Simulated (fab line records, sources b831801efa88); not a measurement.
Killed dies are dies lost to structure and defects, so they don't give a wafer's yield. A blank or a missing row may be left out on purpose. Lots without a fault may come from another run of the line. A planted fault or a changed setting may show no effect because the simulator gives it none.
fab line records | flow sky130 | part 1 of 2: steps 1 to 27 of 37
record lots=5 wafers=15 last_day=50
route steps=708 shown VIA4@642 METAL5@661
lots that met no fault: from a run of the same line without faults
start_h: hours from the record's first day to the start of the lot's first wafer shown | wait_h: hours since the lot's step before | " the same as in the row above | L1.1+2: a row that stands for several wafers | - no value, or no start given | * or withheld: withheld | < > ~ a bound
route shown NAME@n: a module of which the file shows steps, and the number in the route of the first | usual: mean/standard deviation of fault-free wafers | same: alike in all rows | chamber/n: place in a boat | sites: the reading at each site | _std_site: their standard deviation | _edge_site: outer sites' mean less inner sites' | radius_mm: how far each site lies from the wafer's centre | mask NAME#n: copy n | behind: the tool/chamber that last shaped the wafer | hold: why the lot was held/for how many hours/how that ended | device: the transistor (n, p or np) that didn't switch | end of line: the same wafers' tests at the end of the route | a step without rows: its recipe alone | killed: dies lost to structure and defects at the first sort, not the wafer's yield | map: a wafer's dies, x killed, . not, _ none there
set.NAME: the setting as run; set.NAME@STEP: as run at that earlier step | model.NAME: the simulator's own value behind a step, which no gauge read
lots at some steps of the route; a table a step, a row a wafer
services: from which hour (start_h, from the record's first day; less than 0 if before it) a tool's chamber was out of use, for how many hours, and why
## steps
# step SKY_VIA4_BOW_MEAS_03
# recipe mode=bow
# usual VIA4_BOW=80/7.3
# columns lot.wafer tool chamber start_h wait_h VIA4_BOW[um]
L084.3 film_metro-04 - 1046.59 0.2 77
L084.4 " - " " 76
L084.5 " - " " 87
L092.1 film_metro-01 - 1103.98 0.1 83
L092.5 " - " " 79
L092.6 " - " " 84
L093.3 film_metro-01 - 1108.92 0.3 76
L093.4 " - " " 80
L093.6 " - " " 74
L094.2 film_metro-04 - 1112.97 0.3 73
L094.4 " - " " 87
L094.6 " - " " 85
L096.1 film_metro-01 - 1126.81 0.2 83
L096.4 " - " " 81
L096.6 " - " " 81
# step SKY_VIA4_DEHYDRATE_04
# recipe temp_c=200 time_s=60
# columns lot.wafer tool chamber start_h wait_h
L084.3+4+5 litho_track-03 0 1057.81 11.2
L092.1+5+6 litho_track-04 0 1112.37 8.4
L093.3+4+6 litho_track-04 0 1117.67 8.7
L094.2+4+6 litho_track-03 0 1122.79 9.8
L096.1+4+6 litho_track-04 0 1135.02 8.2
# step SKY_VIA4_HMDS_05
# recipe prime_time_s=60 prime_temp_c=120
# usual prime_temp_c=120.01/0.13
# columns lot.wafer tool chamber start_h wait_h prime_temp_c
L084.3 litho_track-03 0 1057.96 0.1 120.01
L084.4 " 0 " " 120.00
L084.5 " 0 " " 119.90
L092.1 litho_track-04 0 1112.52 0.1 120.12
L092.5 " 0 " " 119.97
L092.6 " 0 " " 120.28
L093.3 litho_track-04 0 1117.82 0.1 120.07
L093.4 " 0 " " 119.94
L093.6 " 0 " " 120.26
L094.2 litho_track-03 0 1122.94 0.1 120.31
L094.4 " 0 " " 120.31
L094.6 " 0 " " 120.03
L096.1 litho_track-04 0 1135.17 0.1 119.89
L096.4 " 0 " " 120.01
L096.6 " 0 " " 119.98
# step SKY_VIA4_COAT_06
# recipe resist=NOVOLAK spin_rpm=3000 resist_thk_nm=1140
# usual spin_speed_rpm=2999.9/1.9
# columns lot.wafer tool chamber start_h wait_h spin_speed_rpm
L084.3 litho_track-03 0 1058.11 0.1 2999.9
L084.4 " 0 " " 2998.9
L084.5 " 0 " " 3001.7
L092.1 litho_track-04 0 1112.67 0.1 3004.6
L092.5 " 0 " " 3000.9
L092.6 " 0 " " 3001.9
L093.3 litho_track-04 0 1117.97 0.1 2997.1
L093.4 " 0 " " 3002.9
L093.6 " 0 " " 3002.7
L094.2 litho_track-03 0 1123.09 0.1 2998.8
L094.4 " 0 " " 2999.9
L094.6 " 0 " " 3001.5
L096.1 litho_track-04 0 1135.32 0.1 3000.3
L096.4 " 0 " " 2997.7
L096.6 " 0 " " 3000.2
# step SKY_VIA4_SOFTBAKE_07
# recipe temp_c=90 time_s=60 resist=NOVOLAK
# columns lot.wafer tool chamber start_h wait_h
L084.3+4+5 litho_track-03 0 1058.26 0.1
L092.1+5+6 litho_track-04 0 1112.82 0.1
L093.3+4+6 litho_track-04 0 1118.12 0.1
L094.2+4+6 litho_track-03 0 1123.24 0.1
L096.1+4+6 litho_track-04 0 1135.47 0.1
# step SKY_VIA4_EXPOSE_08
# recipe mask_id=VIM4 na=0.6 source_shape=conventional sigma_outer=0.6 polarization=unpolarized target_cd_nm=800 dose_mj=132
# columns lot.wafer tool chamber start_h wait_h mask
L084.3+4+5 iline_stepper-02 0 - - VIM4#0
L092.1+5+6 iline_stepper-02 0 - - VIM4#0
L093.3+4+6 iline_stepper-01 0 - - VIM4#0
L094.2+4+6 iline_stepper-02 0 - - VIM4#0
L096.1+4+6 iline_stepper-01 0 - - VIM4#0
# step SKY_VIA4_PEB_09
# recipe temp_c=withheld time_s=* resist=NOVOLAK
# columns lot.wafer tool chamber start_h wait_h
L084.3+4+5 litho_track-03 0 - -
L092.1+5+6 litho_track-01 0 - -
L093.3+4+6 litho_track-04 0 - -
L094.2+4+6 litho_track-01 0 - -
L096.1+4+6 litho_track-04 0 - -
# step SKY_VIA4_DEVELOP_10
# recipe resist=NOVOLAK developer=TMAH develop_time_s=60 dev_temp_c=23
# same develop_time_s=60
# columns lot.wafer tool chamber start_h wait_h
L084.3+4+5 litho_track-03 0 1068.21 0.1
L092.1+5+6 litho_track-01 0 1123.28 0.1
L093.3+4+6 litho_track-04 0 1127.97 0.1
L094.2+4+6 litho_track-01 0 1131.95 0.1
L096.1+4+6 litho_track-04 0 1144.97 0.1
# step SKY_VIA4_OVL_MEAS_11
# usual VIA4_OVL=-0.8/1.4
# columns lot.wafer tool chamber start_h wait_h VIA4_OVL[nm]
L084.3 overlay-02 - 1068.33 0.1 -3.5
L084.4 " - " " -0.6
L084.5 " - " " -1.5
L092.1 overlay-02 - 1123.43 0.1 -1.6
L092.5 " - " " -0.8
L092.6 " - " " -0.2
L093.3 overlay-02 - 1128.08 0.1 0.3
L093.4 " - " " 0.8
L093.6 " - " " 0.3
L094.2 overlay-02 - 1132.08 0.1 -2.0
L094.4 " - " " -4.1
L094.6 " - " " -0.6
L096.1 overlay-02 - 1145.12 0.1 0.3
L096.4 " - " " -1.1
L096.6 " - " " 0.1
# step SKY_VIA4_ETCH_12
# recipe target=SiO2 chemistry=C4F8/O2/Ar stop_on=TiN mask_material=NOVOLAK source_w=1500 bias_w=1200 pressure_mtorr=40 c4f8_flow_sccm=withheld O2_flow_sccm=6 Ar_flow_sccm=300 time_s=withheld target_depth_a=5800
# usual oes_product_au=0.926/0.0046
# columns lot.wafer tool chamber start_h wait_h oes_product_au
L084.3 rie_diel-01 2 1068.35 0.0 0.932
L084.4 " 1 " " 0.918
L084.5 " 1 " " 0.928
L092.1 rie_diel-02 0 1123.46 0.0 0.931
L092.5 " 1 " " 0.926
L092.6 " 0 " " 0.923
L093.3 rie_diel-02 2 1128.11 0.0 0.932
L093.4 " 0 " " 0.936
L093.6 " 2 " " 0.927
L094.2 rie_diel-04 2 1132.11 0.0 0.928
L094.4 " 1 " " 0.927
L094.6 " 1 " " 0.939
L096.1 rie_diel-04 2 1145.16 0.0 0.919
L096.4 " 2 " " 0.937
L096.6 " 3 " " 0.930
# step SKY_VIA4_STRIP_13
# recipe chemistry=O2/N2 power_w=1400 pressure_mtorr=1500 platen_temp_c=withheld o2_flow_sccm=3000 n2_flow_sccm=300 overash_fraction=0.5
# usual drypump_motor_current_A=5.5/0.41 oes_product_au=0.709/0.0046 strip_time_to_endpoint_s=12.808/0.03
# columns lot.wafer tool chamber start_h wait_h drypump_motor_current_A oes_product_au rf_hours_counter_h strip_time_to_endpoint_s
L084.3 plasma_asher-01 0 1068.46 - 5.5 0.709 - 12.790
L084.4 " 1 " " 5.8 0.715 - 12.787
L084.5 " 1 " " 5.8 0.709 - 12.799
L092.1 plasma_asher-03 1 1123.53 - 5.0 0.707 5 12.808
L092.5 " 0 " " 5.1 0.713 - 12.798
L092.6 " 1 " " 5.0 0.707 - 12.767
L093.3 plasma_asher-01 0 1128.21 - 5.5 0.708 - 12.769
L093.4 " 1 " " 5.8 0.706 - 12.805
L093.6 " 1 " " 5.8 0.709 - 12.779
L094.2 plasma_asher-01 1 1132.18 - 5.8 0.706 72 12.840
L094.4 " 1 " " 5.9 0.708 - 12.811
L094.6 " 1 " " 5.8 0.717 - 12.824
L096.1 plasma_asher-01 1 1145.23 - 5.8 0.707 73 12.866
L096.4 " 1 " " 5.9 0.708 - 12.890
L096.6 " 1 " " 5.8 0.712 - 12.819
# step SKY_VIA4_STRIP_14
# recipe chemistry=post_etch_residue_remover time_s=1200 temp_c=72.5
# columns lot.wafer tool chamber start_h wait_h
L084.3+4+5 wet_bench-02 0 1068.52 0.0
L092.1+5+6 wet_bench-01 3 1123.63 0.1
L093.3+4+6 wet_bench-04 1 1128.28 0.0
L094.2+4+6 wet_bench-01 0 1132.28 0.1
L096.1+4+6 wet_bench-02 2 1145.51 0.2
# step SKY_VIA4_CLEAN_15
# recipe chemistry=IPA time_s=180 temp_c=25
# columns lot.wafer tool chamber start_h wait_h
L084.3+4+5 wet_bench-02 0 1068.86 0.0
L092.1+5+6 wet_bench-04 3 1123.98 0.0
L093.3+4+6 wet_bench-02 0 1128.65 0.0
L094.2+4+6 wet_bench-01 3 1132.63 0.0
L096.1+4+6 wet_bench-02 0 1145.85 0.0
# step SKY_VIA4_CLEAN_16
# recipe chemistry=O3/DIW dry=n2_spin
# columns lot.wafer tool chamber start_h wait_h
L084.3+4+5 wet_bench-04 1 1068.92 0.0
L092.1+5+6 wet_bench-01 0 1124.03 0.0
L093.3+4+6 wet_bench-01 2 1128.72 0.0
L094.2+4+6 wet_bench-01 1 1132.68 0.0
L096.1+4+6 wet_bench-01 3 1145.91 0.0
# step SKY_VIA4_SPUTTER_17
# recipe material=TiN target_thk_nm=20 chamber_pressure_pa=5 power_w=4000 time_s=80
# usual cathode_dc_power_W=4000.1/0.75 throttle_valve_pct=30.1/1
# columns lot.wafer tool chamber start_h wait_h cathode_dc_power_W throttle_valve_pct
L084.3 pvd_sputter-04 - 1069.01 0.0 3999.6 29.0
L084.4 " - " " 3998.7 30.6
L084.5 " - " " 4000.9 29.3
L092.1 pvd_sputter-01 - 1124.13 0.0 3999.4 31.1
L092.5 " - " " 4001.1 30.4
L092.6 " - " " 3999.9 30.5
L093.3 pvd_sputter-02 - 1128.81 0.0 4000.9 30.8
L093.4 " - " " 4000.7 29.6
L093.6 " - " " 3999.5 30.4
L094.2 pvd_sputter-02 - 1132.78 0.0 4001.3 29.7
L094.4 " - " " 3999.5 30.7
L094.6 " - " " 4001.0 29.7
L096.1 pvd_sputter-02 - 1146.00 0.0 3999.7 30.5
L096.4 " - " " 4001.2 29.4
L096.6 " - " " 4000.4 30.7
# step SKY_VIA4_CVD_18
# recipe material=W target_thk_nm=505 time_s=152.14 temp_c=400 pressure_torr=40
# usual heater_power_w=826/22 susceptor_temp_C=400.00/0.21
# columns lot.wafer tool chamber start_h wait_h heater_power_w susceptor_temp_C
L084.3 cvd_w-01 0 1069.18 0.1 826 400.32
L084.4 " 0 " " 845 399.92
L084.5 " 0 " " 822 399.93
L092.1 cvd_w-01 1 1124.19 0.0 865 399.88
L092.5 " 0 " " 838 400.04
L092.6 " 1 " " 856 399.66
L093.3 cvd_w-02 1 1128.92 0.1 813 400.22
L093.4 " 0 " " 799 400.12
L093.6 " 1 " " 811 399.89
L094.2 cvd_w-02 1 1132.84 0.0 813 399.87
L094.4 " 1 " " 837 400.22
L094.6 " 1 " " 821 400.06
L096.1 cvd_w-01 0 1146.06 0.0 842 399.92
L096.4 " 0 " " 854 400.06
L096.6 " 1 " " 845 399.85
# step SKY_VIA4_RS_MEAS_19
# recipe thk_meas_gauge=four-point-probe reads=W_of_VIA4_CVD_18+TiN_of_VIA4_SPUTTER_17
# usual VIA4_W_RS=0.2247/0.0025
# columns lot.wafer tool chamber start_h wait_h VIA4_W_RS[ohm/sq]
L084.3 film_metro-04 - 1069.42 0.2 0.2213
L084.4 " - " " 0.2202
L084.5 " - " " 0.2205
L092.1 film_metro-04 - 1124.34 0.1 0.2291
L092.5 " - " " 0.2245
L092.6 " - " " 0.2271
L093.3 film_metro-01 - 1129.06 0.1 0.2222
L093.4 " - " " 0.2215
L093.6 " - " " 0.2189
L094.2 film_metro-01 - 1133.01 0.1 0.2239
L094.4 " - " " 0.2254
L094.6 " - " " 0.2246
L096.1 film_metro-01 - 1146.21 0.1 0.2273
L096.4 " - " " 0.2252
L096.6 " - " " 0.2265
# step SKY_VIA4_THK_MEAS_20
# recipe thk_meas_gauge=xrf reads=W_of_VIA4_CVD_18
# usual VIA4_W_THK=518/6.3
# columns lot.wafer tool chamber start_h wait_h VIA4_W_THK[nm]
L084.3 film_metro-04 - 1069.52 0.1 524
L084.4 " - " " 526
L084.5 " - " " 525
L092.1 film_metro-04 - 1124.46 0.1 510
L092.5 " - " " 517
L092.6 " - " " 512
L093.3 film_metro-01 - 1129.16 0.1 528
L093.4 " - " " 528
L093.6 " - " " 531
L094.2 film_metro-01 - 1133.12 0.1 519
L094.4 " - " " 517
L094.6 " - " " 518
L096.1 film_metro-01 - 1146.33 0.1 516
L096.4 " - " " 517
L096.6 " - " " 514
# step SKY_VIA4_CMP_21
# recipe stop_on=SiO2 t_overpolish_s=25 down_force_psi=3.5 platen_rpm=60 target_thk_nm=0 pad_velocity_m_s=0.94248
# usual motor_current_A=10.0/0.91 overpolish_run_s=25.001/0.0082 time_to_endpoint_s=125/4.2
# columns lot.wafer tool chamber start_h wait_h motor_current_A overpolish_run_s time_to_endpoint_s
L084.3 cmp-01 2 1069.56 0.0 9.6 24.994 124
L084.4 " 0 " " 9.9 24.994 127
L084.5 " 2 " " 9.8 24.993 118
L092.1 cmp-02 3 1124.57 0.1 10.0 25.002 120
L092.5 " 2 " " 9.2 24.990 124
L092.6 " 3 " " 9.7 24.999 115
L093.3 cmp-02 3 1129.25 0.1 9.7 24.991 121
L093.4 " 1 " " 10.5 24.998 130
L093.6 " 3 " " 10.0 25.011 127
L094.4 cmp-02 1 1133.22 0.1 10.8 25.002 125
L094.2 " 3 " " 10.5 25.005 128
L094.6 " 0 " " 9.8 24.999 125
L096.4 cmp-02 3 1146.39 0.0 9.6 24.997 121
L096.1 " 2 " " 9.0 24.998 132
L096.6 " 0 " " 9.9 25.002 122
# step SKY_METAL5_SPUTTER_00
# recipe material=Ti target_thk_nm=15 power_w=3000 time_s=10 chamber_pressure_pa=0.4
# usual cathode_dc_power_W=3000.0/0.59 throttle_valve_pct=29.9/1.1
# columns lot.wafer tool chamber start_h wait_h cathode_dc_power_W throttle_valve_pct
L084.3 pvd_sputter-04 - 1069.86 0.2 3000.6 30.6
L084.4 " - " " 3000.1 28.5
L084.5 " - " " 2999.9 29.4
L092.1 pvd_sputter-04 - 1124.82 0.2 3000.3 30.5
L092.5 " - " " 3000.8 31.9
L092.6 " - " " 3000.4 29.3
L093.3 pvd_sputter-02 - 1129.50 0.2 3000.7 30.9
L093.4 " - " " 2999.8 30.1
L093.6 " - " " 3000.0 30.6
L094.2 pvd_sputter-03 - 1133.47 0.1 3000.0 30.9
L094.4 " - " " 2999.9 30.0
L094.6 " - " " 2999.8 30.7
L096.1 pvd_sputter-04 - 1146.69 0.1 3000.7 32.3
L096.4 " - " " 3000.8 29.4
L096.6 " - " " 2999.9 28.5
# step SKY_METAL5_SPUTTER_01
# recipe material=TiN target_thk_nm=20 power_w=6500 time_s=16.7 chamber_pressure_pa=0.4
# usual cathode_dc_power_W=6500.0/1.2 throttle_valve_pct=29.9/1.1
# columns lot.wafer tool chamber start_h wait_h cathode_dc_power_W throttle_valve_pct
L084.3 pvd_sputter-04 - 1069.88 0.0 6502.3 30.5
L084.4 " - " " 6502.3 28.6
L084.5 " - " " 6500.8 29.5
L092.1 pvd_sputter-04 - 1124.84 0.0 6500.8 30.7
L092.5 " - " " 6500.2 32.2
L092.6 " - " " 6500.7 29.6
L093.3 pvd_sputter-02 - 1129.52 0.0 6499.9 30.6
L093.4 " - " " 6500.1 30.5
L093.6 " - " " 6498.3 30.5
L094.2 pvd_sputter-03 - 1133.49 0.0 6500.5 31.0
L094.4 " - " " 6499.0 30.2
L094.6 " - " " 6499.5 31.1
L096.1 pvd_sputter-04 - 1146.71 0.0 6501.6 32.5
L096.4 " - " " 6500.5 29.3
L096.6 " - " " 6498.4 28.6
# step SKY_METAL5_SPUTTER_02
# recipe material=AlCu target_thk_nm=1150 power_w=10600 time_s=61.2 chamber_pressure_pa=0.4
# usual cathode_dc_power_W=10600/1.9 throttle_valve_pct=29.9/1.1
# columns lot.wafer tool chamber start_h wait_h cathode_dc_power_W throttle_valve_pct
L084.3 pvd_sputter-04 - 1069.91 0.0 10599 30.6
L084.4 " - " " 10599 28.5
L084.5 " - " " 10599 29.2
L092.1 pvd_sputter-04 - 1124.87 0.0 10598 30.5
L092.5 " - " " 10599 32.2
L092.6 " - " " 10601 29.5
L093.3 pvd_sputter-02 - 1129.55 0.0 10600 30.6
L093.4 " - " " 10603 30.6
L093.6 " - " " 10600 30.2
L094.2 pvd_sputter-03 - 1133.52 0.0 10602 30.8
L094.4 " - " " 10601 30.2
L094.6 " - " " 10598 30.7
L096.1 pvd_sputter-04 - 1146.74 0.0 10598 32.4
L096.4 " - " " 10597 29.4
L096.6 " - " " 10598 28.5
# step SKY_METAL5_SPUTTER_03
# recipe material=Ti target_thk_nm=5 power_w=3000 time_s=3.3 chamber_pressure_pa=0.4
# usual cathode_dc_power_W=3000.0/0.57 throttle_valve_pct=29.9/1.1
# columns lot.wafer tool chamber start_h wait_h cathode_dc_power_W throttle_valve_pct
L084.3 pvd_sputter-04 - 1069.96 0.0 2999.9 30.6
L084.4 " - " " 3000.6 28.7
L084.5 " - " " 2999.1 29.4
L092.1 pvd_sputter-04 - 1124.92 0.0 3000.1 30.6
L092.5 " - " " 3000.1 32.3
L092.6 " - " " 2999.9 29.5
L093.3 pvd_sputter-02 - 1129.60 0.0 3001.6 30.6
L093.4 " - " " 2999.9 30.7
L093.6 " - " " 3000.3 30.6
L094.2 pvd_sputter-03 - 1133.57 0.0 2999.7 30.8
L094.4 " - " " 3000.0 30.4
L094.6 " - " " 3000.3 30.7
L096.1 pvd_sputter-04 - 1146.79 0.0 2999.5 32.1
L096.4 " - " " 3000.6 29.3
L096.6 " - " " 3000.2 28.6
# step SKY_METAL5_SPUTTER_04
# recipe material=TiN target_thk_nm=70 power_w=6500 time_s=58.3 chamber_pressure_pa=0.4
# usual cathode_dc_power_W=6499.9/1.2 throttle_valve_pct=29.9/1.1
# columns lot.wafer tool chamber start_h wait_h cathode_dc_power_W throttle_valve_pct
L084.3 pvd_sputter-04 - 1069.98 0.0 6500.7 30.4
L084.4 " - " " 6499.5 28.7
L084.5 " - " " 6501.1 29.7
L092.1 pvd_sputter-04 - 1124.94 0.0 6498.1 30.6
L092.5 " - " " 6498.4 32.0
L092.6 " - " " 6500.0 29.4
L093.3 pvd_sputter-02 - 1129.62 0.0 6500.0 30.6
L093.4 " - " " 6499.2 30.6
L093.6 " - " " 6498.0 30.6
L094.2 pvd_sputter-03 - 1133.59 0.0 6502.9 30.7
L094.4 " - " " 6498.4 30.0
L094.6 " - " " 6500.7 30.7
L096.1 pvd_sputter-04 - 1146.81 0.0 6499.1 32.3
L096.4 " - " " 6499.2 29.4
L096.6 " - " " 6500.7 28.7
# step SKY_METAL5_RS_MEAS_05
# recipe thk_meas_gauge=four-point-probe reads=TiN_of_METAL5_SPUTTER_04+Ti_of_METAL5_SPUTTER_03+AlCu_of_METAL5_SPUTTER_02+TiN_of_METAL5_SPUTTER_01+Ti_of_METAL5_SPUTTER_00
# usual METAL5_ALCU_RS=0.0270/0.00031
# columns lot.wafer tool chamber start_h wait_h METAL5_ALCU_RS[ohm/sq]
L084.3 film_metro-01 - 1070.06 0.1 0.0274
L084.4 " - " " 0.0268
L084.5 " - " " 0.0271
L092.1 film_metro-01 - 1124.99 0.0 0.0272
L092.5 " - " " 0.0267
L092.6 " - " " 0.0271
L093.3 film_metro-01 - 1129.71 0.1 0.0267
L093.4 " - " " 0.0267
L093.6 " - " " 0.0264
L094.2 film_metro-02 - 1133.66 0.0 0.0268
L094.4 " - " " 0.0268
L094.6 " - " " 0.0270
L096.1 film_metro-02 - 1146.86 0.0 0.0268
L096.4 " - " " 0.0270
L096.6 " - " " 0.0265
# step SKY_METAL5_THK_MEAS_06
# recipe thk_meas_gauge=xrf reads=AlCu_of_METAL5_SPUTTER_02
# usual METAL5_ALCU_THK=1145/14
# columns lot.wafer tool chamber start_h wait_h METAL5_ALCU_THK[nm]
L084.3 film_metro-01 - 1070.16 0.1 1140
L084.4 " - " " 1154
L084.5 " - " " 1137
L092.1 film_metro-01 - 1125.11 0.1 1151
L092.5 " - " " 1166
L092.6 " - " " 1150
L093.3 film_metro-01 - 1129.81 0.1 1159
L093.4 " - " " 1162
L093.6 " - " " 1180
L094.2 film_metro-02 - 1133.77 0.1 1148
L094.4 " - " " 1145
L094.6 " - " " 1142
L096.1 film_metro-02 - 1146.98 0.1 1151
L096.4 " - " " 1138
L096.6 " - " " 1159
# step SKY_METAL5_DEHYDRATE_07
# recipe temp_c=200 time_s=60
# columns lot.wafer tool chamber start_h wait_h
L084.3+4+5 litho_track-04 0 1080.62 10.4
L092.1+5+6 litho_track-04 0 1133.17 8.1
L093.3+4+6 litho_track-03 0 1138.21 8.4
L094.2+4+6 litho_track-02 0 1142.76 9.0
L096.1+4+6 litho_track-03 0 1155.11 8.1
